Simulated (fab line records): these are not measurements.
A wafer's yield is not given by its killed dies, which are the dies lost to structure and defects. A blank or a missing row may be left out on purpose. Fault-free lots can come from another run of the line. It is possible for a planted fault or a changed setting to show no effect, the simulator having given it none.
Which tool did it? | flow gf180mcu | 33 wafers from 11 lots sampled at 4 of the route's 602 steps

== WHAT THE GAUGES READ, wafer by wafer ==
GF_PASSIVATION_THK_MEAS_01. Usual: PASSIVATION_CVD_00_THK 1005 nm, standard deviation 13.
lot  | measured     | on            | PASSIVATION_CVD_00_THK (nm)   | flag
L250 | day 28 07:56 | film-metro-04 | 994 1005 1017                 |
L252 | day 29 05:30 | film-metro-02 | 991 1003 1005                 |
L253 | day 29 05:46 | film-metro-02 | 1009 998 1015                 |
L254 | day 29 17:10 | film-metro-02 | 995 1017 1003                 |
L256 | day 30 03:01 | film-metro-04 | 1005 998 1027                 |
L257 | day 30 14:26 | film-metro-04 | 988 1009 1010                 |
L261 | day 31 14:34 | film-metro-01 | 994 989 1030                  |
L262 | day 31 18:13 | film-metro-02 | 1000 1010 1014                |
L263 | day 31 21:17 | film-metro-01 | 992 1016 1018                 |
L272 | day 34 14:03 | film-metro-04 | 1112 1107 1119 1112 1106 1119 | OFF
L273 | day 34 14:20 | film-metro-01 | 1102 1106 1118 1103 1106 1119 | OFF

== WHAT TOOL EACH LOT RAN ON (gives the tool, then ch and the chambers of the sampled wafers, and finally the start) ==
lot  | GF_V5_CMP_26                  | GF_TOP_METAL_SPUTTER_01      | GF_PASSIVATION_CVD_00
L250 | cmp-01 ch 2,3, day 27 10:05   | pvd-sputter-04, day 27 10:26 | pecvd-01 ch 0,1,2, day 28 07:51
L252 | cmp-02 ch 0,1,2, day 28 08:49 | pvd-sputter-01, day 28 09:10 | pecvd-04 ch 1,2, day 29 05:25
L253 | cmp-02 ch 2,3, day 28 09:04   | pvd-sputter-02, day 28 09:28 | pecvd-04 ch 0,1,2, day 29 05:40
L254 | cmp-01 ch 2,3, day 28 20:20   | pvd-sputter-04, day 28 20:44 | pecvd-03 ch 1,2, day 29 17:04
L256 | cmp-02 ch 0,1,3, day 29 07:13 | pvd-sputter-02, day 29 07:37 | pecvd-01 ch 0,1,2, day 30 02:55
L257 | cmp-02 ch 1,2,3, day 29 18:18 | pvd-sputter-02, day 29 18:36 | pecvd-04 ch 1,2, day 30 14:20
L261 | cmp-02 ch 0,2, day 30 19:44   | pvd-sputter-01, day 30 20:08 | pecvd-03 ch 0,2, day 31 14:30
L262 | cmp-01 ch 0,1,3, day 30 23:02 | pvd-sputter-01, day 30 23:26 | pecvd-04 ch 1,2, day 31 18:07
L263 | cmp-01 ch 0,1, day 31 01:59   | pvd-sputter-01, day 31 02:23 | pecvd-01 ch 1,2, day 31 21:13
L272 | cmp-02 ch 0,1,2, day 33 20:56 | pvd-sputter-01, day 33 21:20 | pecvd-03 ch 0,2, day 34 13:58
L273 | cmp-02 ch 0,1,3, day 33 21:14 | pvd-sputter-04, day 33 21:39 | pecvd-03 ch 0,2, day 34 14:15
- GF_V5_CMP_26: polishes, stops on SiO2, t overpolish 15 s, target thk 0 nm.
- GF_TOP_METAL_SPUTTER_01: material TiN, target thk 30 nm, time 25 s.
- GF_PASSIVATION_CVD_00: deposits SiO2 from TEOS, target thk 1000 nm, time 111.95 s.

== WHAT THE TOOLS THEMSELVES READ (means of the sampled wafers that have a number; where no wafer has one, the mark that the record gives instead) ==
GF_V5_CMP_26. Usual: motor-current-A 11.1 A, standard deviation 1.1; overpolish-run-s 15.000 s, standard deviation 0.0088; retaining-ring-pressure-frac 0.999, standard deviation 0.0056; time-to-endpoint-s 86 s, standard deviation 3.2.
lot  | tool   | motor-current-A (A) | overpolish-run-s (s) | retaining-ring-pressure-frac | time-to-endpoint-s (s) | flag
L250 | cmp-01 | 11.0                | 14.999               | 0.997                        | 82                     |
L252 | cmp-02 | 11.5                | 14.992               | 0.993                        | 88                     |
L253 | cmp-02 | 11.1                | 15.011               | 1.000                        | 89                     |
L254 | cmp-01 | 11.1                | 14.997               | 0.999                        | 86                     |
L256 | cmp-02 | 11.6                | 14.994               | 0.999                        | 90                     |
L257 | cmp-02 | 10.5                | 14.996               | 1.000                        | 85                     |
L261 | cmp-02 | 11.0                | 15.004               | 0.996                        | 85                     |
L262 | cmp-01 | 10.7                | 14.996               | 1.001                        | 87                     |
L263 | cmp-01 | 10.8                | 14.999               | 1.003                        | 89                     |
L272 | cmp-02 | 11.1                | 14.999               | 0.996                        | 89                     |
L273 | cmp-02 | 11.6                | 15.001               | 1.006                        | 83                     |

GF_TOP_METAL_SPUTTER_01. Usual: throttle-valve-pct at 29.6 %, with a standard deviation of 0.81.
lot  | tool           | throttle-valve-pct (%) | flag
L250 | pvd-sputter-04 | 29.0                   |
L252 | pvd-sputter-01 | 29.8                   |
L253 | pvd-sputter-02 | 29.2                   |
L254 | pvd-sputter-04 | 29.7                   |
L256 | pvd-sputter-02 | 29.6                   |
L257 | pvd-sputter-02 | 29.5                   |
L261 | pvd-sputter-01 | 28.9                   |
L262 | pvd-sputter-01 | 29.1                   |
L263 | pvd-sputter-01 | 29.3                   |
L272 | pvd-sputter-01 | 29.7                   |
L273 | pvd-sputter-04 | 29.0                   |

GF_PASSIVATION_CVD_00. Usual: heater-power-w 661 W, standard deviation 82; rf-fwd-power-W 596.1 W, standard deviation 2.1; susceptor-temp-C 399.97 C, standard deviation 0.22.
lot  | tool     | heater-power-w (W) | rf-fwd-power-W (W) | susceptor-temp-C (C) | flag
L250 | pecvd-01 | 648                | 596.6              | 400.15               |
L252 | pecvd-04 | 635                | 597.0              | 400.00               |
L253 | pecvd-04 | 620                | 594.9              | 399.98               |
L254 | pecvd-03 | 621                | 596.2              | 400.05               |
L256 | pecvd-01 | 664                | 598.0              | 399.90               |
L257 | pecvd-04 | 699                | 595.6              | 399.89               |
L261 | pecvd-03 | 737                | 597.4              | 399.66               |
L262 | pecvd-04 | 667                | 595.4              | 399.99               |
L263 | pecvd-01 | 637                | 597.4              | 399.99               |
L272 | pecvd-03 | 674                | 836.4              | 399.93               | OFF
L273 | pecvd-03 | 624                | 836.2              | 400.12               | OFF

== THE ANSWER, worked out from the rows above alone ==
Rule: a lot is off if the mean of its wafers that have a number lies more than 3 standard deviations from the usual mean. A lot without any number at a reading at which 4 lots or more have one is off too. All remaining lots with rows at the step are treated as sound. Order of review: gauges by route order, followed by the tools' own readings, for which a lot's mean as printed above is used. At the first step where some lot is off, the reading lying furthest off is the one used; lots without a number count as furthest.
Off: at GF_PASSIVATION_THK_MEAS_01 (PASSIVATION_CVD_00_THK), L272, L273.
A tool fits if, at a process step before that reading, it ran every lot that is off, and no sound lot after the first of them. The gauges at GF_PASSIVATION_THK_MEAS_01 aren't tried: what is off there is off at GF_PASSIVATION_CVD_00 too, on other tools, and a gauge's error can't cause that. This does not decide it: 2 tools fit, namely cmp-02 at GF_V5_CMP_26 and pecvd-03 at GF_PASSIVATION_CVD_00.

== WHAT THE SIMULATOR PUT IN ==
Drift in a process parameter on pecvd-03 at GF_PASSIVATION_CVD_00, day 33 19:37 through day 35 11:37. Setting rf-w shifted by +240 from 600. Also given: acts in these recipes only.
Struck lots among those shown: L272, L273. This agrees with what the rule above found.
